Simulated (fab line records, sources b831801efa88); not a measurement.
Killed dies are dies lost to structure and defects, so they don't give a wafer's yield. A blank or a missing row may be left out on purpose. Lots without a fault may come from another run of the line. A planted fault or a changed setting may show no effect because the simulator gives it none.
Problem report in the 8D (eight disciplines) form, filled by code | flow gf180mcu | the parts of the form that need people (team, actions taken, sign-off) are left out

1. THE PROBLEM
beam_energy_keV at GF_HV_LDD_IMPLANT_48 reads a mean of 20.262 on 6 wafers of 2 lots; wafers without a fault read 25.002 with a standard deviation of 0.0075. That is -99 or more standard deviations from the usual mean.
First seen on wafer L828.1, day 15 18:50, on implanter-03. The record holds 39 wafers of 13 lots with a number at this step. Rule for "out", or "out of limits": more than 4 standard deviations from the usual mean. The other wafers with a number count as sound.

2. WHAT IT IS AND WHAT IT IS NOT
question                    | is                     | is not
which readings at this step | beam_energy_keV        | beam_on_s
which lots                  | L828, L829             | L819, L820, L821, L822, L825, L826, L830, L838, L839, L840, L841
which wafers of those lots  | all that have a number | -
read on which tools         | implanter-03           | implanter-02, implanter-04
when                        | from day 15 18:50      | up to then (18 sound wafers); but 15 sound wafers of L830, L838, L839, L840, L841 came after

3. SUSPECTS, AND WHAT RULES EACH OUT
Counting: a tool at a process step up to the reading stays a suspect if it ran every lot that is out and no sound lot after the first of them.
- implanter-03 at GF_HV_LDD_IMPLANT_48: ruled out as a lasting fault. Sound lots L839 ran on it after its first lot that is out, L828 (day 15 18:50).
Left after counting: nothing in the record.

4. THE CAUSE (what the simulator had put in)
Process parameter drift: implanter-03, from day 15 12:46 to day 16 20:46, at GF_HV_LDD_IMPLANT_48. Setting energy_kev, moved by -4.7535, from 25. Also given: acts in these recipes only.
Counting ruled it out, wrongly.

5. THE CHAIN OF EFFECTS, in route order
Each row: a reading whose mean over the struck wafers that have a number lies more than 3 standard deviations from the usual. Only readings for which the record gives a usual standard deviation are gone through. hours: the time from each lot's start at the first step in this table that gives one to its start at this step, as a median over the lots. sigmas: the change in usual standard deviations.
hours | step                 | reading         | usual  | on struck wafers | change | sigmas
0     | GF_HV_LDD_IMPLANT_48 | beam_energy_keV | 25.002 | 20.262           | -4.740 | -99 or more
The process steps in it:
- GF_HV_LDD_IMPLANT_48
Later measuring or inspecting steps at which every struck wafer that the step has a row for has a number for every such reading, and none has moved that far: GF_V1_THK_MEAS_25, GF_V2_THK_MEAS_01.

6. WHAT WOULD HAVE CAUGHT IT SOONER
In this record the first reading out of limits was taken at day 15 18:50, 6 hours after the fault began at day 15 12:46.
